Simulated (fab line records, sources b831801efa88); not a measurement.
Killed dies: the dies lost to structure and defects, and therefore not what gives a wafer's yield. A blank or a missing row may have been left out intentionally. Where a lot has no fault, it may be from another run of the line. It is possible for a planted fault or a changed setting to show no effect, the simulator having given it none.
Struck lot and sound lot, side by side + flow sfq_line + 26 out of 325 route steps
Sound: these wafers, L269.3, L269.4, L269.6. The struck wafers were L281.2, L281.5, L281.6. The cause comes at the end.
At each step with rows: each side's tool, then ch and its chambers, then its first start. Under that, the readings that differ: sound wafers + struck wafers + difference of the means + sigmas: that difference in standard deviations of wafers without a fault.
alike: readings with means less than 2 such deviations apart, plus words and numbers identical on both sides. not compared: withheld readings, readings lacking a value on some wafer, bounds such as >300 that could conceal the same value, and numbers that have no deviation in the record and whose values overlap.
The two part at a step that has a row with sigmas, a row that says differs or no value, or rows on one side only. Non-overlapping numbers with no deviation appear without sigmas and do not part them. A reading missing from all wafers of one side parts the sides only when that side holds two or more wafers.

SFQ_L0_RS_MEAS_901: uses a four-point probe to measure.
  sound on film_metro-03 at day 1 12:36; struck on film_metro-01 at day 4 00:35
| reading                | sound          | struck         | difference | sigmas |
|------------------------|----------------|----------------|------------|--------|
| L0_MONX_KI_RS (ohm/sq) | 43.9 44.2 44.5 | 42.8 42.3 42.9 | -1.5       | -3     |
SFQ_L0_THK_MEAS_902: measures by xrf.
  sound on film_metro-03 at day 1 12:42; struck on film_metro-01 at day 4 00:42
| reading             | sound          | struck         | difference | sigmas |
|---------------------|----------------|----------------|------------|--------|
| L0_MONX_KI_THK (nm) | 38.4 37.9 37.9 | 39.6 40.3 39.5 | +1.7       | +3     |
then, 6 steps without rows for these wafers: SFQ_TRILAYER_L0_LITHO_COAT_010 (resist thk 62 nm); SFQ_TRILAYER_L0_LITHO_COAT_005 (resist thk 600 nm); SFQ_TRILAYER_L0_LITHO_SOFTBAKE_009; SFQ_TRILAYER_L0_LITHO_EXPOSE_006 (exposes mask L0, target cd 2000 nm); SFQ_TRILAYER_L0_LITHO_PEB_008 (peb time 60 s); SFQ_TRILAYER_L0_LITHO_DEVELOP_007 (time 60 s).
SFQ_TRILAYER_L0_BARC_OPEN_METAL_ETCH_010: etches BARC in O2, target depth 125 nm, time 41.7 s.
  sound on rie_metal-04 ch 1, day 2 02:28; struck on rie_metal-04 ch 0,1, day 4 17:14
  alike: drypump_motor_current_A, oes_product_au
  not compared: rf_hours_counter_h
SFQ_TRILAYER_L0_ETCH_METAL_ETCH_008: etches MoNx KI in SF6/O2, stops on SiO2, target depth 50 nm, time 25 s.
  sound on rie_metal-04 ch 1, day 2 02:34; struck on rie_metal-04 ch 0,1, day 4 17:18
| reading               | sound             | struck            | difference | sigmas |
|-----------------------|-------------------|-------------------|------------|--------|
| oes_product_au (a.u.) | 0.867 0.864 0.864 | 0.880 0.884 0.881 | +0.017     | +2     |
  alike: drypump_motor_current_A
  not compared: rf_hours_counter_h
SFQ_TRILAYER_L0_STRIP_STRIP_009: strips in O2.
  sound on rie_metal-04 ch 1, day 2 03:02; struck on rie_metal-04 ch 0,1, day 4 17:20
  alike: drypump_motor_current_A, oes_product_au
  not compared: rf_hours_counter_h
then, 1 step without rows for these wafers: SFQ_TRILAYER_L0_STRIP_SOLV_CLEAN_010 (cleans in NMP, time 600 s).
SFQ_TRILAYER_L0_CAP_PECVD_011: deposits SiO2 from SiH4/N2O, time 13.333 s, target thk 60 nm.
  sound on pecvd-03 ch 1,2, day 2 04:00; struck on pecvd-02 ch 0,2, day 4 18:19
| reading                | sound          | struck         | difference | sigmas |
|------------------------|----------------|----------------|------------|--------|
| throttle_valve_pct (%) | 26.5 26.6 26.3 | 24.2 24.0 24.3 | -2.3       | -3     |
  alike: heater_power_outer_w, heater_power_w
then, 6 steps without rows for these wafers: SFQ_TRILAYER_L0_VIA_LITHO_COAT_018 (resist thk 62 nm); SFQ_TRILAYER_L0_VIA_LITHO_COAT_013 (resist thk 650 nm); SFQ_TRILAYER_L0_VIA_LITHO_SOFTBAKE_017; SFQ_TRILAYER_L0_VIA_LITHO_EXPOSE_014 (exposes mask L0V, target cd 700 nm); SFQ_TRILAYER_L0_VIA_LITHO_PEB_016 (peb time 60 s); SFQ_TRILAYER_L0_VIA_LITHO_DEVELOP_015 (time 60 s).
-- the record jumps here: 5 days lie between the struck wafers' starts before and after --
SFQ_L0V_OVL_MEAS_903:
  sound on overlay-02 at day 4 23:08; struck on overlay-02 at day 9 13:38
  alike: L0V_OVL
then, 1 step without rows for these wafers: SFQ_TRILAYER_L0_VIA_BARC_OPEN_VIA_ETCH_021 (etches BARC in O2, target depth 125 nm, time 41.7 s).
SFQ_TRILAYER_L0_VIA_ETCH_VIA_ETCH_016: etches SiO2 in CHF3, stops on MoNx KI, target depth 80 nm.
  sound on rie_diel-04 ch 0,3, day 4 23:12; struck on rie_diel-02 ch 0,3, day 9 13:41
| reading                         | sound             | struck            | difference | sigmas |
|---------------------------------|-------------------|-------------------|------------|--------|
| oes_product_au (a.u.)           | 0.848 0.855 0.845 | 0.994 1.003 0.982 | +0.144     | +18    |
| model.etch.depth_nm (nm)        | 59.46 61.6 60.54  | 78.09 79.98 77.88 | +18.12     |        |
| model.L0V.feature_depth_nm (nm) | 59.46 61.6 60.54  | 78.09 79.98 77.88 | +18.12     |        |
  alike: drypump_motor_current_A
SFQ_TRILAYER_L0_VIA_STRIP_STRIP_017: strips in O2.
  sound on rie_metal-04 ch 0,1, day 4 23:26; struck on rie_metal-03 ch 0, day 9 13:56
| reading               | sound             | struck            | difference | sigmas |
|-----------------------|-------------------|-------------------|------------|--------|
| oes_product_au (a.u.) | 1.004 1.009 1.004 | 0.981 1.003 0.989 | -0.015     | -2     |
  alike: drypump_motor_current_A
  not compared: rf_hours_counter_h
then, 1 step without rows for these wafers: SFQ_TRILAYER_L0_VIA_STRIP_SOLV_CLEAN_018 (cleans in NMP, time 600 s).
SFQ_TRILAYER_M0_DEP_PRE_CLEAN_020: time 15 s.
  sound on pvd_sputter-06 at day 5 00:01; struck on pvd_sputter-04 at day 9 15:08
| reading                                             | sound            | struck            | difference | sigmas |
|-----------------------------------------------------|------------------|-------------------|------------|--------|
| model.SiO2_of_TRILAYER_L0_CAP_PECVD_011.thk_nm (nm) | 54.46 56.6 55.54 | 112.4 113.7 113.7 | +57.7      |        |
SFQ_TRILAYER_M0_DEP_SPUTTER_019: material Nb, target thk 200 nm, time 133.3 s.
  sound on pvd_sputter-06 at day 5 00:02; struck on pvd_sputter-04 at day 9 15:10
  alike: chamber_pressure_pa, throttle_valve_pct

== WHERE THEY PART ==
At SFQ_L0_RS_MEAS_901 first; at SFQ_TRILAYER_L0_VIA_STRIP_STRIP_017 last (within this record only). Later steps at which nothing parts them and some readings are alike: SFQ_TRILAYER_M0_DEP_SPUTTER_019.

WHY: whatever the simulator had introduced
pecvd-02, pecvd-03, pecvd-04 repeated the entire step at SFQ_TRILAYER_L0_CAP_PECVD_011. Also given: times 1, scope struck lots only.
